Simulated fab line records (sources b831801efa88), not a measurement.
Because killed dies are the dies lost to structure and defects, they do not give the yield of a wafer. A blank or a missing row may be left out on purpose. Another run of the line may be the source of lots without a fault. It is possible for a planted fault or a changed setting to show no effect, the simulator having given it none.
fab line records -- flow sky130
record: lots: 24, wafers: 72, last-day: 51
route steps=708 shown LDD_P@263 LDD_HVP@285 POLY_CUT@315 SD_P@328 SD_N@349
lots that met no fault: from a run of the same line without faults
start-h: hours from the record's opening day to when the first of the lot's shown wafers began -- wait-h: hours elapsed since this lot's preceding step -- " as in the row above -- L1.1+2: a row that stands for several wafers -- - either no value or no given start -- * or withheld: withheld -- < > ~ a bound
route shown NAME@n: names a module that has steps shown in the file, with the first one's number in the route -- usual: the fault-free wafers' mean and standard deviation -- same: alike in all rows -- chamber/n: place in a boat -- sites: readings site by site -- _std_site: their standard deviation -- _edge_site: mean of outer sites minus mean of inner sites -- radius-mm: how far each site lies from the wafer's centre -- mask NAME#n: copy n -- behind: tool/chamber where the wafer was last shaped -- hold: the reason the lot was held/the length of the hold in hours/how it ended -- device: transistor that didn't switch, given as n, p or np -- end of line: the route-end tests of the same wafers -- a step without rows: its recipe alone -- killed: count of dies lost to structure and defects at first sort (not the wafer's yield) -- map: shows each die of a wafer: x if killed, . if not, _ if none is there
set.NAME: the run value of the setting; set.NAME@STEP: its run value at that earlier step -- model.NAME: the simulator's own value behind a step, which no gauge read
route steps across a sampled set of lots; one table per step, one row per wafer
services: when a tool's chamber went out of use (start-h, in hours from the record's first day, below 0 if earlier), for how many hours, and the reason
== steps ==
step: SKY_LDD_P_OVL_MEAS_08
usual: LDD_P_OVL: -0.4/1.7
lot.wafer,tool,chamber,start-h,wait-h,LDD_P_OVL[nm]
L074.1,overlay-01,-,437.62,0.1,-2.5
L074.2,overlay-01,-,437.62,0.1,-3.1
L074.3,overlay-01,-,437.62,0.1,-2.9
L075.3,overlay-02,-,446.58,0.1,-1.2
L075.5,overlay-02,-,446.58,0.1,-2.7
L075.6,overlay-02,-,446.58,0.1,-0.6
L076.2,overlay-02,-,454.92,0.1,1.6
L076.4,overlay-02,-,454.92,0.1,1.0
L076.5,overlay-02,-,454.92,0.1,1.2
L077.1,overlay-02,-,471.26,0.1,-0.1
L077.2,overlay-02,-,471.26,0.1,0.7
L077.5,overlay-02,-,471.26,0.1,0.3
L079.1,overlay-02,-,491.87,0.1,-0.3
L079.2,overlay-02,-,491.87,0.1,-0.8
L079.5,overlay-02,-,491.87,0.1,0.7
L080.1,overlay-01,-,492.13,0.1,1.9
L080.2,overlay-01,-,492.13,0.1,2.6
L080.3,overlay-01,-,492.13,0.1,1.3
L078.1,overlay-02,-,493.03,0.1,0.7
L078.4,overlay-02,-,493.03,0.1,0.3
L078.6,overlay-02,-,493.03,0.1,0.5
L081.1,overlay-02,-,498.87,0.1,-1.3
L081.3,overlay-02,-,498.87,0.1,-1.0
L081.4,overlay-02,-,498.87,0.1,-1.5
L082.1,overlay-02,-,518.17,0.1,0.0
L082.2,overlay-02,-,518.17,0.1,-0.3
L082.4,overlay-02,-,518.17,0.1,-0.9
L083.1,overlay-01,-,520.03,0.1,0.9
L083.4,overlay-01,-,520.03,0.1,2.1
L083.6,overlay-01,-,520.03,0.1,1.7
L085.2,overlay-02,-,534.93,0.1,3.0
L085.4,overlay-02,-,534.93,0.1,2.8
L085.5,overlay-02,-,534.93,0.1,3.0
L084.1,overlay-02,-,535.07,0.1,-0.9
L084.3,overlay-02,-,535.07,0.1,0.1
L084.4,overlay-02,-,535.07,0.1,0.7
L086.2,overlay-02,-,540.48,0.1,2.4
L086.4,overlay-02,-,540.48,0.1,1.1
L086.5,overlay-02,-,540.48,0.1,-0.3
L087.4,overlay-02,-,550.49,0.1,-1.6
L087.5,overlay-02,-,550.49,0.1,0.3
L087.6,overlay-02,-,550.49,0.1,-0.4
L088.1,overlay-01,-,559.81,0.1,-0.4
L088.5,overlay-01,-,559.81,0.1,-0.5
L088.6,overlay-01,-,559.81,0.1,-3.7
L089.1,overlay-01,-,569.92,0.1,-1.2
L089.5,overlay-01,-,569.92,0.1,-0.9
L089.6,overlay-01,-,569.92,0.1,-0.3
L090.2,overlay-01,-,580.02,0.1,-1.0
L090.3,overlay-01,-,580.02,0.1,-1.0
L090.4,overlay-01,-,580.02,0.1,1.8
L092.3,overlay-02,-,597.18,0.1,-1.8
L092.5,overlay-02,-,597.18,0.1,0.0
L092.6,overlay-02,-,597.18,0.1,-0.2
L091.1,overlay-01,-,599.52,0.1,-3.1
L091.2,overlay-01,-,599.52,0.1,-2.2
L091.4,overlay-01,-,599.52,0.1,0.0
L093.1,overlay-01,-,605.38,0.1,-2.6
L093.5,overlay-01,-,605.38,0.1,-2.8
L093.6,overlay-01,-,605.38,0.1,-2.0
L094.1,overlay-01,-,613.08,0.1,-2.4
L094.2,overlay-01,-,613.08,0.1,-0.5
L094.6,overlay-01,-,613.08,0.1,-1.2
L096.1,overlay-01,-,625.96,0.1,-0.9
L096.3,overlay-01,-,625.96,0.1,-1.2
L096.4,overlay-01,-,625.96,0.1,-1.3
L095.1,overlay-01,-,630.37,0.1,-0.9
L095.2,overlay-01,-,630.37,0.1,-3.7
L095.4,overlay-01,-,630.37,0.1,0.6
L097.1,overlay-02,-,644.96,0.1,2.5
L097.5,overlay-02,-,644.96,0.1,-1.7
L097.6,overlay-02,-,644.96,0.1,1.1
step: SKY_LDD_HVP_OVL_MEAS_07
usual: LDD_HVP_OVL: -1.1/1.7
lot.wafer,tool,chamber,start-h,wait-h,LDD_HVP_OVL[nm]
L074.1,overlay-02,-,499.36,0.1,-1.0
L074.2,overlay-02,-,499.36,0.1,0.9
L074.3,overlay-02,-,499.36,0.1,-2.0
L075.3,overlay-01,-,509.55,0.1,-4.6
L075.5,overlay-01,-,509.55,0.1,-5.4
L075.6,overlay-01,-,509.55,0.1,-4.6
L076.2,overlay-01,-,516.86,0.1,-2.2
L076.4,overlay-01,-,516.86,0.1,-1.8
L076.5,overlay-01,-,516.86,0.1,-0.7
L077.1,overlay-02,-,533.35,0.1,-2.3
L077.2,overlay-02,-,533.35,0.1,-1.4
L077.5,overlay-02,-,533.35,0.1,-2.4
L079.1,overlay-01,-,553.65,0.1,-2.1
L079.2,overlay-01,-,553.65,0.1,-0.5
L079.5,overlay-01,-,553.65,0.1,0.3
L080.1,overlay-02,-,554.36,0.1,-0.9
L080.2,overlay-02,-,554.36,0.1,-2.5
L080.3,overlay-02,-,554.36,0.1,-0.1
L078.1,overlay-01,-,554.55,0.1,-2.3
L078.4,overlay-01,-,554.55,0.1,-0.1
L078.6,overlay-01,-,554.55,0.1,-1.1
L081.1,overlay-02,-,559.86,0.1,-1.4
L081.3,overlay-02,-,559.86,0.1,-2.3
L081.4,overlay-02,-,559.86,0.1,-3.7
L082.1,overlay-02,-,579.24,0.1,0.3
L082.2,overlay-02,-,579.24,0.1,-1.1
L082.4,overlay-02,-,579.24,0.1,-1.6
L083.1,overlay-02,-,580.84,0.1,2.0
L083.4,overlay-02,-,580.84,0.1,1.3
L083.6,overlay-02,-,580.84,0.1,1.6
L085.2,overlay-02,-,594.71,0.1,-0.8
L085.4,overlay-02,-,594.71,0.1,0.8
L085.5,overlay-02,-,594.71,0.1,0.4
L084.1,overlay-02,-,595.56,0.1,0.0
L084.3,overlay-02,-,595.56,0.1,0.4
L084.4,overlay-02,-,595.56,0.1,-0.2
L086.2,overlay-01,-,600.76,0.1,-3.9
L086.4,overlay-01,-,600.76,0.1,-4.1
L086.5,overlay-01,-,600.76,0.1,-2.1
L087.4,overlay-02,-,611.08,0.1,1.0
L087.5,overlay-02,-,611.08,0.1,0.5
L087.6,overlay-02,-,611.08,0.1,0.0
L088.1,overlay-01,-,619.59,0.1,-1.5
L088.5,overlay-01,-,619.59,0.1,-1.0
L088.6,overlay-01,-,619.59,0.1,-2.3
L089.1,overlay-01,-,629.65,0.1,1.9
L089.5,overlay-01,-,629.65,0.1,-0.3
L089.6,overlay-01,-,629.65,0.1,-0.2
L090.2,overlay-02,-,639.01,0.1,-2.2
L090.3,overlay-02,-,639.01,0.1,-1.1
L090.4,overlay-02,-,639.01,0.1,-1.2
L092.3,overlay-02,-,656.52,0.1,0.9
L092.5,overlay-02,-,656.52,0.1,1.6
L092.6,overlay-02,-,656.52,0.1,2.7
L091.1,overlay-02,-,658.29,0.1,-1.2
L091.2,overlay-02,-,658.29,0.1,-2.1
L091.4,overlay-02,-,658.29,0.1,-0.3
L093.1,overlay-02,-,663.90,0.1,0.4
L093.5,overlay-02,-,663.90,0.1,-0.3
L093.6,overlay-02,-,663.90,0.1,-0.5
L094.1,overlay-01,-,672.06,0.1,-0.5
L094.2,overlay-01,-,672.06,0.1,-1.7
L094.6,overlay-01,-,672.06,0.1,-1.6
L096.1,overlay-01,-,682.39,0.1,-2.8
L096.3,overlay-01,-,682.39,0.1,-2.0
L096.4,overlay-01,-,682.39,0.1,-3.9
L095.1,overlay-01,-,687.90,0.1,-3.9
L095.2,overlay-01,-,687.90,0.1,-4.7
L095.4,overlay-01,-,687.90,0.1,-1.8
L097.1,overlay-01,-,702.61,0.1,0.0
L097.5,overlay-01,-,702.61,0.1,-1.8
L097.6,overlay-01,-,702.61,0.1,-1.5
step: SKY_POLY_CUT_CD_MEAS_08
recipe: target-cd-nm: 270
usual: cd-nm: 270.0/1.5
lot.wafer,tool,chamber,start-h,wait-h,cd-nm
L074.1,cd-sem-01,-,562.70,-,269.5
L074.2,cd-sem-01,-,562.70,-,269.9
L074.3,cd-sem-01,-,562.70,-,269.6
L075.3,cd-sem-01,-,574.04,-,273.4
L075.5,cd-sem-01,-,574.04,-,271.9
L075.6,cd-sem-01,-,574.04,-,273.1
L076.2,cd-sem-02,-,579.61,-,269.3
L076.4,cd-sem-02,-,579.61,-,269.5
L076.5,cd-sem-02,-,579.61,-,268.7
L077.1,cd-sem-02,-,596.75,-,267.0
L077.2,cd-sem-02,-,596.75,-,269.0
L077.5,cd-sem-02,-,596.75,-,268.8
L079.1,cd-sem-02,-,615.76,-,270.4
L079.2,cd-sem-02,-,615.76,-,271.3
L079.5,cd-sem-02,-,615.76,-,270.3
L080.1,cd-sem-02,-,616.41,-,269.7
L080.2,cd-sem-02,-,616.41,-,269.8
L080.3,cd-sem-02,-,616.41,-,269.6
L078.1,cd-sem-01,-,618.16,-,271.0
L078.4,cd-sem-01,-,618.16,-,272.5
L078.6,cd-sem-01,-,618.16,-,270.7
L081.1,cd-sem-02,-,621.75,-,269.1
L081.3,cd-sem-02,-,621.75,-,268.8
L081.4,cd-sem-02,-,621.75,-,269.3
L082.1,cd-sem-01,-,641.50,-,271.0
L082.2,cd-sem-01,-,641.50,-,270.2
L082.4,cd-sem-01,-,641.50,-,270.0
L083.1,cd-sem-02,-,644.46,-,270.2
L083.4,cd-sem-02,-,644.46,-,270.9
L083.6,cd-sem-02,-,644.46,-,269.6
L085.2,cd-sem-02,-,655.27,-,271.0
L085.4,cd-sem-02,-,655.27,-,270.3
L085.5,cd-sem-02,-,655.27,-,271.2
L084.1,cd-sem-02,-,658.36,-,271.8
L084.3,cd-sem-02,-,658.36,-,270.7
L084.4,cd-sem-02,-,658.36,-,271.8
L086.2,cd-sem-01,-,661.52,-,269.3
L086.4,cd-sem-01,-,661.52,-,268.6
L086.5,cd-sem-01,-,661.52,-,268.2
L087.4,cd-sem-02,-,672.55,-,267.2
L087.5,cd-sem-02,-,672.55,-,270.0
L087.6,cd-sem-02,-,672.55,-,268.0
L088.1,cd-sem-02,-,679.90,-,270.5
L088.5,cd-sem-02,-,679.90,-,269.8
L088.6,cd-sem-02,-,679.90,-,270.2
L089.1,cd-sem-01,-,689.49,-,269.0
L089.5,cd-sem-01,-,689.49,-,269.4
L089.6,cd-sem-01,-,689.49,-,269.1
L090.2,cd-sem-01,-,700.16,-,268.2
L090.3,cd-sem-01,-,700.16,-,267.2
L090.4,cd-sem-01,-,700.16,-,267.6
L092.3,cd-sem-01,-,715.18,-,271.2
L092.5,cd-sem-01,-,715.18,-,273.4
L092.6,cd-sem-01,-,715.18,-,273.1
L091.1,cd-sem-02,-,719.25,-,269.4
L091.2,cd-sem-02,-,719.25,-,269.4
L091.4,cd-sem-02,-,719.25,-,268.9
L093.1,cd-sem-02,-,722.25,-,272.9
L093.5,cd-sem-02,-,722.25,-,272.6
L093.6,cd-sem-02,-,722.25,-,272.2
L094.1,cd-sem-02,-,731.71,-,268.3
L094.2,cd-sem-02,-,731.71,-,269.5
L094.6,cd-sem-02,-,731.71,-,268.4
L096.1,cd-sem-02,-,740.36,-,270.6
L096.3,cd-sem-02,-,740.36,-,270.6
L096.4,cd-sem-02,-,740.36,-,271.1
L095.1,cd-sem-01,-,746.66,-,266.9
L095.2,cd-sem-01,-,746.66,-,267.5
L095.4,cd-sem-01,-,746.66,-,268.5
L097.1,cd-sem-02,-,761.16,-,270.2
L097.5,cd-sem-02,-,761.16,-,270.1
L097.6,cd-sem-02,-,761.16,-,269.6
step: SKY_POLY_CUT_ETCH_11
recipe: target: Si3N4, chemistry: CF4/CH2F2/Ar, stop-on: poly-Si, source-w: 600, bias-w: 150, pressure-mtorr: 40, cf4-flow-sccm: 40, ch2f2-flow-sccm: 20, Ar_flow_sccm: 150, time-s: 42.5, target-depth-a: 600
usual: drypump-motor-current-A: 5.8/0.45, oes-product-au: 0.828/0.0069, throttle-valve-pct: 14.994/0.0092
lot.wafer,tool,chamber,start-h,wait-h,drypump-motor-current-A,oes-product-au,rf-hours-counter-h,throttle-valve-pct
L074.1,rie-diel-02,3,562.90,0.0,5.3,0.838,7,14.997
L074.2,rie-diel-02,1,562.90,0.0,5.7,0.828,36,15.010
L074.3,rie-diel-02,2,562.90,0.0,6.1,0.831,1,15.000
L075.3,rie-diel-04,0,574.20,0.0,4.8,0.826,2,14.987
L075.5,rie-diel-04,3,574.20,0.0,6.0,0.824,-,14.979
L075.6,rie-diel-04,0,574.20,0.0,4.8,0.831,-,14.985
L076.2,rie-diel-01,0,579.79,0.0,5.7,0.832,32,14.995
L076.4,rie-diel-01,1,579.79,0.0,5.5,0.828,17,14.998
L076.5,rie-diel-01,1,579.79,0.0,5.5,0.824,-,14.988
L077.1,rie-diel-02,0,596.95,0.0,6.3,0.826,20,14.979
L077.2,rie-diel-02,1,596.95,0.0,5.7,0.832,37,15.002
L077.5,rie-diel-02,0,596.95,0.0,6.3,0.818,-,14.996
L079.1,rie-diel-01,3,615.96,0.0,5.5,0.817,10,14.999
L079.2,rie-diel-01,0,615.96,0.0,5.8,0.824,33,14.988
L079.5,rie-diel-01,0,615.96,0.0,5.8,0.831,-,14.990
L080.1,rie-diel-02,2,616.61,0.0,6.1,0.824,2,14.996
L080.2,rie-diel-02,1,616.61,0.0,5.8,0.821,37,14.992
L080.3,rie-diel-02,3,616.61,0.0,5.3,0.822,9,14.987
L078.1,rie-diel-02,3,618.36,0.0,5.3,0.822,9,14.996
L078.4,rie-diel-02,1,618.36,0.0,5.8,0.816,37,15.001
L078.6,rie-diel-02,1,618.36,0.0,5.8,0.820,-,15.005
L081.1,rie-diel-04,2,621.95,0.0,6.4,0.833,30,14.985
L081.3,rie-diel-04,3,621.95,0.0,6.0,0.832,11,15.014
L081.4,rie-diel-04,0,621.95,0.0,4.8,0.820,3,14.978
L082.1,rie-diel-02,0,641.70,0.0,6.3,0.826,22,14.992
L082.2,rie-diel-02,1,641.70,0.0,5.7,0.817,37,15.017
L082.4,rie-diel-02,2,641.70,0.0,6.1,0.815,2,14.997
L083.1,rie-diel-04,1,644.66,0.0,6.3,0.830,2,14.995
L083.4,rie-diel-04,2,644.66,0.0,6.4,0.834,31,15.019
L083.6,rie-diel-04,1,644.66,0.0,6.2,0.835,-,14.999
L085.2,rie-diel-04,2,655.45,0.0,6.4,0.836,31,14.983
L085.4,rie-diel-04,0,655.45,0.0,4.8,0.840,3,15.000
L085.5,rie-diel-04,2,655.45,0.0,6.4,0.832,-,15.006
L084.1,rie-diel-01,3,658.56,0.0,5.5,0.825,11,14.993
L084.3,rie-diel-01,1,658.56,0.0,5.5,0.824,19,14.988
L084.4,rie-diel-01,2,658.56,0.0,5.4,0.835,3,15.002
L086.2,rie-diel-01,3,661.70,0.0,5.5,0.826,12,14.980
L086.4,rie-diel-01,1,661.70,0.0,5.5,0.829,19,14.991
L086.5,rie-diel-01,2,661.70,0.0,5.4,0.830,-,14.989
L087.4,rie-diel-02,3,672.69,0.0,5.3,0.837,10,14.979
L087.5,rie-diel-02,1,672.69,0.0,5.7,0.821,-,14.987
L087.6,rie-diel-02,0,672.69,0.0,6.3,0.828,-,14.989
L088.1,rie-diel-01,0,680.10,0.0,5.7,0.831,34,14.999
L088.5,rie-diel-01,0,680.10,0.0,5.7,0.841,-,14.992
L088.6,rie-diel-01,3,680.10,0.0,5.5,0.831,-,14.998
L089.1,rie-diel-04,1,689.69,0.0,6.2,0.826,3,14.978
L089.5,rie-diel-04,0,689.69,0.0,4.8,0.835,-,14.981
L089.6,rie-diel-04,3,689.69,0.0,6.0,0.839,-,14.994
L090.2,rie-diel-04,1,700.34,0.0,6.3,0.835,3,15.007
L090.3,rie-diel-04,2,700.34,0.0,6.4,0.825,32,14.999
L090.4,rie-diel-04,3,700.34,0.0,6.0,0.821,12,14.991
L092.3,rie-diel-01,3,715.34,0.0,5.5,0.827,13,15.000
L092.5,rie-diel-01,3,715.34,0.0,5.5,0.828,-,14.997
L092.6,rie-diel-01,0,715.34,0.0,5.7,0.822,-,14.990
L091.1,rie-diel-02,2,719.45,0.0,6.1,0.820,4,15.014
L091.2,rie-diel-02,1,719.45,0.0,5.7,0.833,40,15.007
L091.4,rie-diel-02,0,719.45,0.0,6.3,0.834,24,14.999
L093.1,rie-diel-02,3,722.45,0.0,5.3,0.835,12,14.991
L093.5,rie-diel-02,0,722.45,0.0,6.3,0.827,-,14.988
L093.6,rie-diel-02,1,722.45,0.0,5.7,0.831,-,14.992
L094.1,rie-diel-02,3,731.91,0.0,5.3,0.828,12,14.996
L094.2,rie-diel-02,2,731.91,0.0,6.1,0.826,4,14.991
L094.6,rie-diel-02,3,731.91,0.0,5.3,0.840,-,14.986
L096.1,rie-diel-02,2,740.56,0.0,6.1,0.820,4,14.993
L096.3,rie-diel-02,0,740.56,0.0,6.3,0.831,25,14.991
L096.4,rie-diel-02,3,740.56,0.0,5.3,0.821,12,14.990
L095.1,rie-diel-02,1,746.86,0.0,5.7,0.818,41,14.988
L095.2,rie-diel-02,2,746.86,0.0,6.1,0.818,4,15.008
L095.4,rie-diel-02,3,746.86,0.0,5.3,0.825,12,14.988
L097.1,rie-diel-04,0,761.36,0.0,4.8,0.833,5,14.994
L097.5,rie-diel-04,2,761.36,0.0,6.4,0.828,-,14.994
L097.6,rie-diel-04,3,761.36,0.0,6.0,0.817,-,14.985
step: SKY_SD_P_OVL_MEAS_08
usual: SD_P_OVL: -0.8/1.5
lot.wafer,tool,chamber,start-h,wait-h,SD_P_OVL[nm]
L074.1,overlay-02,-,593.37,0.1,-3.6
L074.2,overlay-02,-,593.37,0.1,0.9
L074.3,overlay-02,-,593.37,0.1,-0.8
L075.3,overlay-01,-,604.61,0.1,-3.0
L075.5,overlay-01,-,604.61,0.1,-4.8
L075.6,overlay-01,-,604.61,0.1,-2.4
L076.2,overlay-01,-,609.37,0.1,-3.6
L076.4,overlay-01,-,609.37,0.1,-1.6
L076.5,overlay-01,-,609.37,0.1,-2.2
L077.1,overlay-02,-,626.12,0.1,1.8
L077.2,overlay-02,-,626.12,0.1,3.5
L077.5,overlay-02,-,626.12,0.1,2.1
L079.1,overlay-01,-,646.02,0.1,-2.1
L079.2,overlay-01,-,646.02,0.1,-0.6
L079.5,overlay-01,-,646.02,0.1,-0.8
L080.1,overlay-01,-,646.47,0.1,-2.4
L080.2,overlay-01,-,646.47,0.1,-3.1
L080.3,overlay-01,-,646.47,0.1,-1.4
L078.1,overlay-01,-,646.77,0.1,-0.9
L078.4,overlay-01,-,646.77,0.1,-0.1
L078.6,overlay-01,-,646.77,0.1,-0.3
L081.1,overlay-01,-,650.46,0.1,-1.4
L081.3,overlay-01,-,650.46,0.1,-0.6
L081.4,overlay-01,-,650.46,0.1,-1.6
L082.1,overlay-02,-,671.37,0.1,-3.0
L082.2,overlay-02,-,671.37,0.1,0.4
L082.4,overlay-02,-,671.37,0.1,-1.0
L083.1,overlay-01,-,673.87,0.1,0.0
L083.4,overlay-01,-,673.87,0.1,-0.5
L083.6,overlay-01,-,673.87,0.1,-0.4
L085.2,overlay-01,-,683.83,0.1,-0.9
L085.4,overlay-01,-,683.83,0.1,-1.0
L085.5,overlay-01,-,683.83,0.1,0.4
L084.1,overlay-02,-,687.46,0.1,0.6
L084.3,overlay-02,-,687.46,0.1,2.4
L084.4,overlay-02,-,687.46,0.1,-1.2
L086.2,overlay-01,-,689.92,0.1,-1.6
L086.4,overlay-01,-,689.92,0.1,-4.4
L086.5,overlay-01,-,689.92,0.1,-1.5
L087.4,overlay-02,-,701.39,0.1,-0.7
L087.5,overlay-02,-,701.39,0.1,0.2
L087.6,overlay-02,-,701.39,0.1,-0.6
L088.1,overlay-01,-,707.92,0.1,-1.4
L088.5,overlay-01,-,707.92,0.1,-1.5
L088.6,overlay-01,-,707.92,0.1,-1.0
L089.1,overlay-02,-,718.37,0.1,0.4
L089.5,overlay-02,-,718.37,0.1,1.4
L089.6,overlay-02,-,718.37,0.1,0.8
L090.2,overlay-01,-,728.33,0.1,-1.3
L090.3,overlay-01,-,728.33,0.1,0.3
L090.4,overlay-01,-,728.33,0.1,0.0
L092.3,overlay-01,-,743.14,0.1,-0.6
L092.5,overlay-01,-,743.14,0.1,-0.8
L092.6,overlay-01,-,743.14,0.1,-1.7
L091.1,overlay-01,-,747.72,0.1,-0.9
L091.2,overlay-01,-,747.72,0.1,0.1
L091.4,overlay-01,-,747.72,0.1,-1.9
L093.1,overlay-02,-,750.02,0.1,0.1
L093.5,overlay-02,-,750.02,0.1,1.1
L093.6,overlay-02,-,750.02,0.1,1.3
L094.1,overlay-01,-,760.26,0.1,-0.6
L094.2,overlay-01,-,760.26,0.1,-1.8
L094.6,overlay-01,-,760.26,0.1,-1.1
L096.1,overlay-01,-,768.42,0.1,2.0
L096.3,overlay-01,-,768.42,0.1,-0.1
L096.4,overlay-01,-,768.42,0.1,0.2
L095.1,overlay-02,-,774.32,0.1,-1.1
L095.2,overlay-02,-,774.32,0.1,1.8
L095.4,overlay-02,-,774.32,0.1,0.4
L097.1,overlay-02,-,789.12,0.1,1.3
L097.5,overlay-02,-,789.12,0.1,-1.6
L097.6,overlay-02,-,789.12,0.1,0.1
step: SKY_SD_N_CD_MEAS_07
recipe: target-cd-nm: 380
usual: cd-nm: 379.9/2.2
lot.wafer,tool,chamber,start-h,wait-h,cd-nm
L074.1,cd-sem-02,-,651.05,0.1,382.0
L074.2,cd-sem-02,-,651.05,0.1,382.0
L074.3,cd-sem-02,-,651.05,0.1,379.1
L075.3,cd-sem-02,-,663.09,0.1,379.8
L075.5,cd-sem-02,-,663.09,0.1,380.5
L075.6,cd-sem-02,-,663.09,0.1,378.9
L076.2,cd-sem-01,-,667.42,0.1,381.8
L076.4,cd-sem-01,-,667.42,0.1,381.7
L076.5,cd-sem-01,-,667.42,0.1,381.0
L077.1,cd-sem-02,-,683.30,0.1,379.4
L077.2,cd-sem-02,-,683.30,0.1,381.6
L077.5,cd-sem-02,-,683.30,0.1,379.1
L079.1,cd-sem-02,-,703.81,0.1,382.0
L079.2,cd-sem-02,-,703.81,0.1,383.7
L079.5,cd-sem-02,-,703.81,0.1,381.7
L080.1,cd-sem-01,-,704.41,0.1,378.1
L080.2,cd-sem-01,-,704.41,0.1,379.3
L080.3,cd-sem-01,-,704.41,0.1,379.8
L078.1,cd-sem-02,-,704.65,0.1,379.9
L078.4,cd-sem-02,-,704.65,0.1,380.0
L078.6,cd-sem-02,-,704.65,0.1,381.3
L081.1,cd-sem-02,-,707.15,0.1,380.0
L081.3,cd-sem-02,-,707.15,0.1,382.7
L081.4,cd-sem-02,-,707.15,0.1,378.9
L082.1,cd-sem-01,-,727.71,0.1,379.8
L082.2,cd-sem-01,-,727.71,0.1,380.0
L082.4,cd-sem-01,-,727.71,0.1,378.4
L083.1,cd-sem-02,-,730.76,0.1,376.7
L083.4,cd-sem-02,-,730.76,0.1,375.1
L083.6,cd-sem-02,-,730.76,0.1,375.8
L085.2,cd-sem-02,-,739.33,0.1,383.9
L085.4,cd-sem-02,-,739.33,0.1,384.4
L085.5,cd-sem-02,-,739.33,0.1,383.0
L084.1,cd-sem-02,-,743.61,0.1,375.5
L084.3,cd-sem-02,-,743.61,0.1,376.5
L084.4,cd-sem-02,-,743.61,0.1,377.0
L086.2,cd-sem-01,-,747.02,0.1,380.7
L086.4,cd-sem-01,-,747.02,0.1,380.9
L086.5,cd-sem-01,-,747.02,0.1,382.5
L087.4,cd-sem-01,-,758.22,0.1,377.5
L087.5,cd-sem-01,-,758.22,0.1,376.4
L087.6,cd-sem-01,-,758.22,0.1,378.7
L088.1,cd-sem-01,-,764.21,0.1,382.0
L088.5,cd-sem-01,-,764.21,0.1,381.5
L088.6,cd-sem-01,-,764.21,0.1,383.0
L089.1,cd-sem-01,-,774.15,0.1,378.0
L089.5,cd-sem-01,-,774.15,0.1,380.1
L089.6,cd-sem-01,-,774.15,0.1,378.6
L090.2,cd-sem-01,-,782.67,0.1,378.0
L090.3,cd-sem-01,-,782.67,0.1,378.2
L090.4,cd-sem-01,-,782.67,0.1,378.9
L092.3,cd-sem-01,-,798.29,0.1,376.5
L092.5,cd-sem-01,-,798.29,0.1,378.3
L092.6,cd-sem-01,-,798.29,0.1,375.8
L091.1,cd-sem-02,-,802.35,0.1,377.7
L091.2,cd-sem-02,-,802.35,0.1,381.6
L091.4,cd-sem-02,-,802.35,0.1,378.8
L093.1,cd-sem-01,-,803.41,0.1,380.7
L093.5,cd-sem-01,-,803.41,0.1,380.4
L093.6,cd-sem-01,-,803.41,0.1,380.9
L094.1,cd-sem-02,-,814.16,0.1,379.5
L094.2,cd-sem-02,-,814.16,0.1,380.4
L094.6,cd-sem-02,-,814.16,0.1,380.8
L096.1,cd-sem-01,-,821.46,0.1,381.4
L096.3,cd-sem-01,-,821.46,0.1,382.3
L096.4,cd-sem-01,-,821.46,0.1,384.8
L095.1,cd-sem-02,-,828.45,0.1,382.6
L095.2,cd-sem-02,-,828.45,0.1,383.5
L095.4,cd-sem-02,-,828.45,0.1,380.3
L097.1,cd-sem-01,-,842.50,0.1,381.4
L097.5,cd-sem-01,-,842.50,0.1,380.2
L097.6,cd-sem-01,-,842.50,0.1,381.2
== services ==
tool,chamber,start-h,hours,kind
rie-diel-04,-,577.41,4.1,repair
rie-diel-01,0,590.38,24.5,repair
rie-diel-01,1,612.64,3.3,repair
rie-diel-02,2,683.69,34.9,repair
rie-diel-04,0,693.65,3.2,repair
rie-diel-01,3,700.66,9.5,repair
rie-diel-04,3,701.41,14.0,repair
rie-diel-04,2,705.06,4.3,repair
== key ==
fault none
